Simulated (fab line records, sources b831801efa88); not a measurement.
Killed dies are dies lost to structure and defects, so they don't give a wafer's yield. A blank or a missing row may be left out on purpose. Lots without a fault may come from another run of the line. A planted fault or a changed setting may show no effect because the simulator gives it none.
One fault seen from 2 desks | flow sky130 | each desk has only its own numbers; what lay behind them comes last

THE TOOL OWNER'S DESK: rie_diel-02
The tool's own readings at SKY_SPACER_ETCHBACK_02 (etches Si3N4 in CH3F/O2, stops on SiO2, time 46.7 s, target depth 45 nm): means of the sampled wafers that have a number, for each lot that ran on this tool. A lot is out of limits, marked OUT, if its mean lies more than 4 standard deviations from the usual mean; the brackets give that distance.
Columns: A = drypump_motor_current_A at SKY_SPACER_ETCHBACK_02, usual 5.7 A; B = oes_product_au at SKY_SPACER_ETCHBACK_02, usual 0.855 a.u.; C = throttle_valve_pct at SKY_SPACER_ETCHBACK_02, usual 10.563 %
lot  | first seen here | A   | B     | C
L395 | day 23 07:45    | 5.6 | 0.843 | 10.559
L406 | day 27 07:46    | 5.6 | 0.853 | 10.564
L408 | day 27 22:26    | 5.9 | 0.852 | 10.563
This desk's finding: nothing out of limits on any of the 3 lots.

THE METROLOGY DESK
What the gauges read, lot by lot, whatever tool the lot ran on: means of the sampled wafers that have a number. A lot is out of limits, marked OUT, if its mean lies more than 4 standard deviations from the usual mean; the brackets give that distance.
Columns: A = LDD_LDN_OVL at SKY_LDD_LDN_OVL_MEAS_07, usual 0.7 nm; B = LDD_LDN_TW at SKY_LDD_LDN_TW_MEAS_13, usual 1486; C = SPACER_CVD_00_THK at SKY_SPACER_THK_MEAS_01, usual 43.1 nm
lot  | first seen here | A   | B    | C
L395 | day 23 05:38    | 0.8 | 1470 | 42.4
L406 | day 27 04:32    | 1.5 | 1493 | 43.3
L408 | day 27 20:20    | 1.5 | 1466 | 42.9
L410 | day 28 18:59    | 2.8 | 1503 | 43.7
L411 | day 28 20:53    | 1.1 | 1485 | 43.4
This desk's finding: nothing out of limits on any of the 5 lots.

PUT TOGETHER
The tool owner's desk saw nothing out of limits.
The metrology desk saw nothing out of limits.

WHAT THE SIMULATOR HAD PUT IN
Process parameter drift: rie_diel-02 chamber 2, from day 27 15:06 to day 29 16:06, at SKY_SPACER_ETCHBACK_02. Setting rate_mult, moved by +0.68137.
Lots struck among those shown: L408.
